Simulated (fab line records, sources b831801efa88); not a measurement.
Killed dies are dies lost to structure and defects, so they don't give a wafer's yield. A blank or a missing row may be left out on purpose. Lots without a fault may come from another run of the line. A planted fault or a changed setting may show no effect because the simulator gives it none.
Problem report in the 8D (eight disciplines) form, filled by code | flow sky130 | the parts of the form that need people (team, actions taken, sign-off) are left out

1. THE PROBLEM
time_to_endpoint_s at SKY_VIA1_CMP_24 reads a mean of 31 s on 2 wafers of 1 lot; wafers without a fault read 66 s with a standard deviation of 4.5. That is -7.8 standard deviations from the usual mean.
The step: polishes, stops on SiO2, t overpolish 15 s, target thk 0 nm.
First seen on wafer L425.3, day 37 23:55, on cmp-01. The record holds 36 wafers of 12 lots with a number at this step. Rule for "out", or "out of limits": more than 4 standard deviations from the usual mean. The other wafers with a number count as sound.

2. WHAT IT IS AND WHAT IT IS NOT
question                    | is                 | is not
which readings at this step | time_to_endpoint_s | motor_current_A, overpolish_run_s
which lots                  | L425               | L413, L414, L415, L417, L418, L419, L420, L422, L423, L424, L435
which wafers of those lots  | L425.3, L425.5     | L425.2
read on which tools         | cmp-01             | cmp-02
when                        | from day 37 23:55  | up to then (31 sound wafers); but 3 sound wafers of L435 came after

3. SUSPECTS, AND WHAT RULES EACH OUT
Counting: a tool at a process step up to the reading stays a suspect if it ran every lot that is out. Sound lots after the first of them don't rule it out here, since some wafers of a struck lot are sound.
- cmp-02 at SKY_VIA1_CMP_02 (polishes SiO2): kept. It ran the lot that is out, L425 (day 36 19:32); its last sound lot up to then is L423 (day 36 03:47).
- cvd_w-01 at SKY_VIA1_CVD_21 (deposits W, target thk 270 nm, time 80.902 s): kept. It ran the lot that is out, L425 (day 37 23:38); its last sound lot up to then is L424 (day 37 11:16).
- cmp-01 at SKY_VIA1_CMP_24 (polishes, stops on SiO2, t overpolish 15 s, target thk 0 nm): kept. It ran the lot that is out, L425 (day 37 23:55); its last sound lot up to then is L423 (day 37 07:29). Its own readings are out on those wafers: time_to_endpoint_s.
- Within cmp-02 at SKY_VIA1_CMP_02: the wafers that are out ran in chambers 0, 3; their sound lot-mates ran in chamber 1.
- Within cmp-01 at SKY_VIA1_CMP_24: the wafers that are out ran in chamber 1; their sound lot-mates ran in chamber 0.
Left after counting: cmp-02 at SKY_VIA1_CMP_02, cvd_w-01 at SKY_VIA1_CVD_21, cmp-01 at SKY_VIA1_CMP_24.

4. THE CAUSE (what the simulator had put in)
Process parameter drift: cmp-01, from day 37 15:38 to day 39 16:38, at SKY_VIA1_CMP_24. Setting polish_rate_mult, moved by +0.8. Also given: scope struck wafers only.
Counting left 3 suspects, and this tool is among them.

5. THE CHAIN OF EFFECTS, in route order
Each row: a reading whose mean over the struck wafers that have a number lies more than 3 standard deviations from the usual. Only readings for which the record gives a usual standard deviation are gone through. hours: the time from each lot's start at the first step in this table that gives one to its start at this step, as a median over the lots. sigmas: the change in usual standard deviations.
hours | step            | reading            | usual | on struck wafers | change | sigmas
0     | SKY_VIA1_CMP_24 | time_to_endpoint_s | 66 s  | 31               | -35    | -7.8
The process steps in it:
- SKY_VIA1_CMP_24: polishes, stops on SiO2, t overpolish 15 s, target thk 0 nm.

6. WHAT WOULD HAVE CAUGHT IT SOONER
In this record the first reading out of limits was taken at day 37 23:55, 8 hours after the fault began at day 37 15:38.
